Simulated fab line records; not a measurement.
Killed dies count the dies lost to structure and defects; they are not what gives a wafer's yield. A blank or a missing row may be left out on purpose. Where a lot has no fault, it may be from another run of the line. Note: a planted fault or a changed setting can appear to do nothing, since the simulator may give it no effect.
Which tool is to blame? / flow gf180mcu / Sampling: 7 lots, 21 wafers, 2 of 602 route steps

## WHAT EACH GAUGE READ, for each wafer
GF_M3_RS_MEAS_05: a four-point-probe measurement.
lot=L178; measured=day 21 12:51; on=filmMetro-03; M3_ALCU_RS (ohm/sq)=0.0694 0.0693 0.0700
lot=L181; measured=day 22 23:34; on=filmMetro-01; M3_ALCU_RS (ohm/sq)=0.0703 0.0705 0.0707
lot=L184; measured=day 24 02:14; on=filmMetro-03; M3_ALCU_RS (ohm/sq)=0.0693 0.0693 0.0693
lot=L186; measured=day 24 13:59; on=filmMetro-03; M3_ALCU_RS (ohm/sq)=0.0689 0.0678 0.0687
lot=L189; measured=day 25 10:38; on=filmMetro-01; M3_ALCU_RS (ohm/sq)=0.0705 0.0700 0.0697
lot=L192; measured=day 26 09:44; on=filmMetro-02; M3_ALCU_RS (ohm/sq)=0.0685 0.0684 0.0690
lot=L197; measured=day 27 18:19; on=filmMetro-01; M3_ALCU_RS (ohm/sq)=0.0691 0.0692 0.0694

## TOOL THAT RAN EACH LOT (tool first, then ch and the chambers of the sampled wafers, then the start)
lot=L178; GF_V2_STRIP_18=plasmaAsher-04 ch 0,1, day 21 11:24
lot=L181; GF_V2_STRIP_18=plasmaAsher-01 ch 0,1, day 22 22:03
lot=L184; GF_V2_STRIP_18=plasmaAsher-04 ch 0,1, day 24 00:47
lot=L186; GF_V2_STRIP_18=plasmaAsher-04 ch 0,1, day 24 12:12
lot=L189; GF_V2_STRIP_18=plasmaAsher-04 ch 0,1, day 25 09:11
lot=L192; GF_V2_STRIP_18=plasmaAsher-04 ch 0,1, day 26 08:16
lot=L197; GF_V2_STRIP_18=plasmaAsher-01 ch 0,1, day 27 16:52
- GF_V2_STRIP_18: strips in O2/N2.

## THE ANSWER, worked out from the rows above alone
Rule: the usual values come from the lots themselves. The widest of any qualifying gaps counts: lots, ordered by their means at a reading, are off when they make up no more than a third of the lots, leave a main group of 4 or more, and stand apart from it by 3 or more times the standard deviation of that group's means. A main group is skipped when, at the precision printed for the reading in the tables above, its means are all equal. A lot without any number at a reading at which 4 lots or more have one is off too. Any other lot the step has rows for is counted as sound.
None of the lots is off at any reading shown; this tells nothing.

## WHAT HAD BEEN PUT IN BY THE SIMULATOR
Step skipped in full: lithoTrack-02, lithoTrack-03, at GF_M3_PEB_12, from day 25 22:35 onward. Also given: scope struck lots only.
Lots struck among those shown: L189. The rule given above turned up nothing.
